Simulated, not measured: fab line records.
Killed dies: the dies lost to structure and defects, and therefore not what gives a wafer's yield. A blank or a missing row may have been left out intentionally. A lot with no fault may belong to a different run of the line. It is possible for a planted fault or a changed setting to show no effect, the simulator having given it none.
Lot-split experiment -- flow sfq_line -- route with 325 steps; 5 lots, 23 wafers read

THE SPLIT
At SFQ_TRILAYER_I0_CMP_CMP_028 (polishes SiO2), the setting leave_above_ref_nm was moved away from the recipe's 200 nm on 8 of the 23 wafers read, by -4.7% to +6.0%. All remaining wafers had this setting at the recipe value.

FROM THE SPLIT TO THE READING: what the file shows between them, 3 steps
- SFQ_TRILAYER_I0_METRO_MEASURE_029
- SFQ_TRILAYER_I0_VIA_LITHO_PEB_034: peb time 60 s (also split here: peb_time_s)
- SFQ_TRILAYER_I0_VIA_BARC_OPEN_VIA_ETCH_046: etches BARC in O2, target depth 125 nm, time 41.7 s (also split here: source_w)

THE READING
oes_product_au, in a.u., at SFQ_TRILAYER_I0_VIA_ETCH_VIA_ETCH_034 (etches SiO2 in CHF3, stops on Nb, target depth 260 nm). A value of 0.852 a.u. with a standard deviation of 0.0061 a.u. is what fault-free wafers of this fab line usually give.

wafer,"tool, chamber at the split","leave_above_ref_nm as run, nm",against the recipe,"oes_product_au, a.u.",against lot-mates on the recipe
L078.4,"cmp-02, 0",200,recipe,0.847,-
L078.5,"cmp-02, 3",200,recipe,0.847,-
L078.6,"cmp-02, 2",200,recipe,0.855,-
L079.1,"cmp-02, 2",200,recipe,0.856,-
L079.3,"cmp-02, 0",200,recipe,0.843,-
L079.4,"cmp-02, 1",207.9,+4.0%,0.873,+0.024
L079.5,"cmp-02, 2",207.9,+4.0%,0.870,+0.021
L079.6,"cmp-02, 1",207.9,+4.0%,0.875,+0.026
L080.1,"cmp-02, 2",212.1,+6.0%,0.882,+0.029
L080.2,"cmp-02, 0",200,recipe,0.850,-
L080.3,"cmp-02, 1",200,recipe,0.859,-
L080.4,"cmp-02, 3",212.1,+6.0%,0.873,+0.020
L080.6,"cmp-02, 0",200,recipe,0.849,-
L084.1,"cmp-02, 0",200,recipe,0.844,-
L084.2,"cmp-02, 3",190.7,-4.7%,0.826,-0.025
L084.4,"cmp-02, 2",190.7,-4.7%,0.832,-0.019
L084.5,"cmp-02, 1",200,recipe,0.857,-
L084.6,"cmp-02, 0",190.7,-4.7%,0.820,-0.031
L085.1,"cmp-02, 3",200,recipe,0.851,-
L085.2,"cmp-02, 1",200,recipe,0.854,-
L085.3,"cmp-02, 0,3",200,recipe,0.839,-
L085.5,"cmp-02, 0,3",200,recipe,0.851,-
L085.6,"cmp-02, 0",200,recipe,0.840,-
Rows listing several chambers each stand for several wafers; the file does not say which wafer went through which chamber.

FIT RESULTS
A straight line over all 23 wafers: oes_product_au changes by +0.00508 a.u. for each +1% of leave_above_ref_nm; r = +0.93; the points scatter about the line by 0.0058 a.u.
The same after taking each lot's own level away (the mean of its wafers on the recipe; 23 wafers): +0.00497 a.u. for each +1%; r = +0.93; scatter 0.0057 a.u.
Per that fit: largest leave_above_ref_nm move, reading shift of 0.03 a.u.
Measured against the standard deviation above, the lots' own levels, which go from 0.8470 to 0.8527 a.u., span 0.9 times it.
The two slopes are in agreement: the lot-to-lot level therefore moves the slope only a little.
Check: with one of the wafers moved furthest among these (+6.0%) left out of the fit, the line predicts +0.03 a.u. for it against its lot-mates. Against them it came out at +0.0293 a.u.

FURTHER SPLITS ON THESE WAFERS
Note: prior to the reading, these wafers also went through further splits. Each is held against what the fit with the lots' levels taken away leaves over:
other split on the same wafers,wafers away from the commonest value,r with oes_product_au (lot level and that fit taken away)
SFQ_TRILAYER_INCOMING_OXIDATION_002 temp_c,18,-0.09
SFQ_TRILAYER_L0_LITHO_PEB_008 peb_time_s,9,-0.05
SFQ_TRILAYER_L0_BARC_OPEN_METAL_ETCH_010 bias_w,8,-0.08
SFQ_TRILAYER_L0_VIA_LITHO_EXPOSE_014 dose_mj,10,+0.11
SFQ_TRILAYER_L0_VIA_BARC_OPEN_VIA_ETCH_021 bias_w,11,+0.25
SFQ_TRILAYER_M0_LITHO_COAT_026 resist_thk_nm,10,-0.30
SFQ_TRILAYER_M0_BARC_OPEN_METAL_ETCH_031 time_s,4,-0.17
SFQ_TRILAYER_I0_VIA_LITHO_PEB_034 peb_time_s,7,+0.05
SFQ_TRILAYER_I0_VIA_BARC_OPEN_VIA_ETCH_046 source_w,8,+0.07

THE WHOLE CHAIN: every reading that the file lists as answering this split, in the file's order
step,what it does,reading,change (the file's fit),r (the file's)
SFQ_TRILAYER_I0_CMP_CMP_028,polishes SiO2,"SiO2_of_TRILAYER_I0_DEP_PECVD_027.thk_nm (the simulator's own value, which no gauge read)",+2.27 nm for each +1% of the setting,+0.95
SFQ_TRILAYER_I0_METRO_MEASURE_029,,thk_nm,+2.28 nm for each +1% of the setting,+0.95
SFQ_TRILAYER_I0_VIA_ETCH_VIA_ETCH_034,"etches SiO2 in CHF3, stops on Nb, target depth 260 nm",oes_product_au,+0.00482 a.u. for each +1% of the setting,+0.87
SFQ_TRILAYER_I0_VIA_ETCH_VIA_ETCH_034,"etches SiO2 in CHF3, stops on Nb, target depth 260 nm","etch.depth_nm (the simulator's own value, which no gauge read)",+2.48 nm for each +1% of the setting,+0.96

FILE'S OWN FIT
oes_product_au changes by +0.00482 a.u. for each +1% of leave_above_ref_nm, r = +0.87.
